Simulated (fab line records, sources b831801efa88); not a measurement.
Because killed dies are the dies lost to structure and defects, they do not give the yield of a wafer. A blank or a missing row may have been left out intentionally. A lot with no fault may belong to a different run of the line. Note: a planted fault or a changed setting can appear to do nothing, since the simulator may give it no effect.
A struck lot beside a sound one / flow sky130 / 15 steps out of a route of 708
Sound: wafers L636.2, L636.3, L636.4. The struck wafers were L627.3, L627.4, L627.5. The cause is given at the end.
Order at every step that has rows: each side's tool, ch and its chambers, its first start. Under that, the readings that differ: sound wafers / struck wafers / difference of the means / sigmas: that difference in standard deviations of wafers without a fault.
alike: readings with means less than 2 such deviations apart, plus words and numbers identical on both sides. not compared: withheld readings, readings lacking a value on some wafer, bounds such as >300 that could conceal the same value, and numbers that have no deviation in the record and whose values overlap.
Wherever a step has rows on one side only, a row that says differs or no value, or a row with sigmas, the two part there. When numbers do not overlap yet have no deviation, they are printed without sigmas and do not part them. A reading missing from all wafers of one side parts the sides only when that side holds two or more wafers.

SKY_CONTACT_THK_MEAS_01:
  struck on film_metro-02, day 34 10:48; sound on film_metro-02, day 38 07:23
  alike: CONTACT_CVD_00_THK
then, 1 step without rows for these wafers: SKY_CONTACT_HDPCVD_02 (deposits SiO2, target thk 565 nm, time 94.2 s).
SKY_CONTACT_THK_MEAS_03:
  struck on film_metro-02, day 34 10:56; sound on film_metro-01, day 38 07:31
  alike: CONTACT_HDPCVD_THK
SKY_CONTACT_CMP_04: polishes SiO2.
  sound on cmp-02 ch 0,1,3, day 38 07:37; struck on cmp-01 ch 0,3, day 34 11:01
  alike: motor_current_A, time_to_endpoint_s
SKY_CONTACT_BOW_MEAS_05:
  struck on film_metro-02, day 34 11:19; sound on film_metro-02, day 38 07:53
  alike: CONTACT_BOW
then, 7 steps without rows for these wafers: SKY_CONTACT_DEHYDRATE_06 (time 60 s); SKY_CONTACT_HMDS_07 (prime time 60 s); SKY_CONTACT_COAT_08 (resist thk 60 nm); SKY_CONTACT_COAT_09 (resist thk 450 nm); SKY_CONTACT_SOFTBAKE_10 (time 88.25 s); SKY_CONTACT_EXPOSE_11 (exposes mask CTM1, target cd 170 nm); SKY_CONTACT_PEB_12.
SKY_CONTACT_DEVELOP_13: develop time 60 s.
  sound on litho_track-02 ch 0, day 39 08:00; struck on litho_track-02 ch 0, day 35 14:00
reading=developer_temp_C (C); sound=21.01 20.99 21.05; struck=20.40 20.07 20.14; difference=-0.81; sigmas=-9
SKY_CONTACT_CD_MEAS_14: target cd 170 nm.
  struck on cd_sem-02, day 35 14:08; sound on cd_sem-02, day 39 08:37
  alike: cd_nm
-- the record jumps here: 13 days lie between the struck wafers' starts before and after (it left off in module CONTACT and takes up again in module PAD_OPEN, whose first step shown is number 708 of the route) --
SKY_PAD_OPEN_PROBE_99:
  struck on prober-02, day 48 17:25; sound on prober-02, day 51 06:10
  alike: killed_at_M0_to_M3, killed_at_M4_up, killed_at_contacts, killed_at_front_end, killed_at_other, killed_dies, killed_on_rim, killed_open, killed_short

## WHERE THEY PART
Only at SKY_CONTACT_DEVELOP_13, within this record. Later steps at which nothing parts them and some readings are alike: SKY_CONTACT_CD_MEAS_14, SKY_PAD_OPEN_PROBE_99.

WHY: what had been put in by the simulator
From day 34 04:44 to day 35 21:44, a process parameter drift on litho_track-02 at SKY_CONTACT_DEVELOP_13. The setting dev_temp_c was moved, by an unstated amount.
